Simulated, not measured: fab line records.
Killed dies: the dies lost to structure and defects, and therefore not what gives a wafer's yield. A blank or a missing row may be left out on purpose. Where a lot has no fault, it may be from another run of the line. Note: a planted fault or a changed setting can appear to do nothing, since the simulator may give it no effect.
Comparing a struck lot with a sound one || flow gf180mcu || 14 steps out of a route of 602
Sound: the wafers L945.1, L945.3, L945.5. Wafers struck: L952.1, L952.3, L952.6. The cause is named last.
For every step that has rows: the tool of each side, followed by ch and its chambers, followed by its first start. Under that, the readings that differ: sound wafers || struck wafers || difference of the means || sigmas: that difference in standard deviations of wafers without a fault.
alike: readings with means less than 2 such deviations apart, plus words and numbers identical on both sides. not compared: withheld readings, readings lacking a value on some wafer, bounds such as >300 that could conceal the same value, and numbers that have no deviation in the record and whose values overlap.
Wherever a step has rows on one side only, a row that says differs or no value, or a row with sigmas, the two part there. Numbers that have no deviation but don't overlap get no sigmas and don't part them. A reading that every wafer of one side lacks parts them only if that side has two wafers or more.

GF_CONTACT_THK_MEAS_01:
  sound on film metro-03 at day 15 10:19; struck on film metro-04 at day 18 20:55
  alike: CONTACT_CVD_00_THK
GF_CONTACT_CVD_02: deposits SiO2 from TEOS, target thk 860 nm, time 95.992 s.
  sound on pecvd-02 ch 0,2, day 15 10:22; struck on pecvd-02 ch 1,2, day 18 20:59
  alike: heater power w, rf fwd power W
GF_CONTACT_THK_MEAS_03:
  sound on film metro-04 at day 15 10:29; struck on film metro-01 at day 18 21:03
  alike: CONTACT_CVD_02_THK
GF_CONTACT_CMP_04: polishes SiO2.
  sound on cmp-02 ch 0,1,3, day 15 10:38; struck on cmp-02 ch 0,2,3, day 18 21:10
  alike: edge zone pressure frac, motor current A, retaining ring pressure frac, time to endpoint s
GF_CONTACT_BOW_MEAS_05:
  sound on film metro-04 at day 15 10:50; struck on film metro-01 at day 18 21:25
  alike: CONTACT_BOW
then, 7 steps without rows for these wafers: GF_CONTACT_DEHYDRATE_06 (time 60 s); GF_CONTACT_HMDS_07 (prime time 60 s); GF_CONTACT_COAT_08; GF_CONTACT_COAT_09 (resist thk 1000 nm); GF_CONTACT_SOFTBAKE_10 (time 60 s); GF_CONTACT_EXPOSE_11 (exposes mask Contact, target cd 220 nm); GF_CONTACT_PEB_12 (peb time 90 s).
GF_CONTACT_DEVELOP_13: develop time 60 s.
  sound on litho track-02 ch 0, day 16 07:58; struck on litho track-03, day 19 21:02
  no value came back on the struck wafers for chill plate temp C (C), develop time s (s); on the sound wafers chill plate temp C (C) reads 23.09 23.00 23.07
{"reading": "model.KrF_of_CONTACT_COAT_09.thk nm (nm)", "sound": "988.5 988.3 988.4", "struck": "992.6 993.4 996.3", "difference": "+5.7", "sigmas": ""}
GF_CONTACT_CD_MEAS_14: target cd 220 nm.
  sound on cd sem-02 at day 16 08:07; struck on cd sem-02 at day 19 21:11
{"reading": "cd nm (nm)", "sound": "221.0 219.0 219.4", "struck": "- - -", "difference": "no value on the struck wafers", "sigmas": ""}

WHERE THEY PART
At GF_CONTACT_DEVELOP_13 first; at GF_CONTACT_CD_MEAS_14 last (within this record only).

WHY: whatever the simulator had introduced
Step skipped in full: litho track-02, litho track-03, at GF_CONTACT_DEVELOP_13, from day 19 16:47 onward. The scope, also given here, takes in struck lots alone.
